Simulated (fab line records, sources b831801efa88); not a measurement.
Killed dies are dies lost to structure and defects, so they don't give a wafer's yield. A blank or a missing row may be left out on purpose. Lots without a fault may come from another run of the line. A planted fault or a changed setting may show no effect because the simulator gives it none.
One fault seen from 2 desks | flow sfq_line | each desk has only its own numbers; what lay behind them comes last

THE TOOL OWNER'S DESK: cmp-01
The tool's own readings at SFQ_TRILAYER_I0_CMP_CMP_028 (polishes SiO2): means of the sampled wafers that have a number, for each lot that ran on this tool. A lot is out of limits, marked OUT, if its mean lies more than 4 standard deviations from the usual mean; the brackets give that distance.
Columns: A = motor_current_A at SFQ_TRILAYER_I0_CMP_CMP_028, usual 10.1 A; B = platen_rpm at SFQ_TRILAYER_I0_CMP_CMP_028, usual 60.00 rpm; C = slurry_flow_ml_min at SFQ_TRILAYER_I0_CMP_CMP_028, usual 150.0; D = time_to_endpoint_s at SFQ_TRILAYER_I0_CMP_CMP_028, usual 216 s
lot  | first seen here | A    | B     | C     | D
L410 | day 6 18:36     | 10.3 | 59.99 | 150.1 | 217
L414 | day 7 11:10     | 10.2 | 60.02 | 149.6 | 223
L415 | day 7 17:10     | 10.1 | 60.01 | 150.0 | 215
L418 | day 8 17:10     | 10.4 | 60.00 | 150.1 | 225
L419 | day 8 20:10     | 9.6  | 59.98 | 150.2 | 227
L420 | day 8 23:10     | 9.9  | 59.99 | 150.2 | 230
L422 | day 9 08:10     | 10.3 | 60.00 | 150.4 | 225
L432 | day 11 20:10    | 10.5 | 60.02 | 149.9 | 220
This desk's finding: nothing out of limits on any of the 8 lots.

THE METROLOGY DESK
What the gauges read, lot by lot, whatever tool the lot ran on: means of the sampled wafers that have a number. A lot is out of limits, marked OUT, if its mean lies more than 4 standard deviations from the usual mean; the brackets give that distance.
Columns: A = M8_AU_RS at SFQ_M8_RS_MEAS_949, usual 0.1535 ohm/sq
lot  | first seen here | A
L410 | day 80 11:55    | 0.1543
L411 | day 80 17:54    | 0.1531
L412 | day 80 22:44    | 0.1533
L413 | day 81 18:15    | 0.1552
L414 | day 81 23:37    | 0.1523
L415 | day 82 04:21    | 0.1528
L416 | day 82 06:47    | 0.1534
L418 | day 85 06:26    | 0.1504
L419 | day 85 15:22    | 0.1557
L420 | day 86 13:50    | 0.1527
L422 | day 86 16:17    | 0.1525
L429 | day 92 04:44    | 0.1539
L430 | day 92 08:18    | 0.1547
L431 | day 92 12:31    | 0.1542
L432 | day 92 20:18    | 0.1523
This desk's finding: nothing out of limits on any of the 15 lots.

PUT TOGETHER
The tool owner's desk saw nothing out of limits.
The metrology desk saw nothing out of limits.

WHAT THE SIMULATOR HAD PUT IN
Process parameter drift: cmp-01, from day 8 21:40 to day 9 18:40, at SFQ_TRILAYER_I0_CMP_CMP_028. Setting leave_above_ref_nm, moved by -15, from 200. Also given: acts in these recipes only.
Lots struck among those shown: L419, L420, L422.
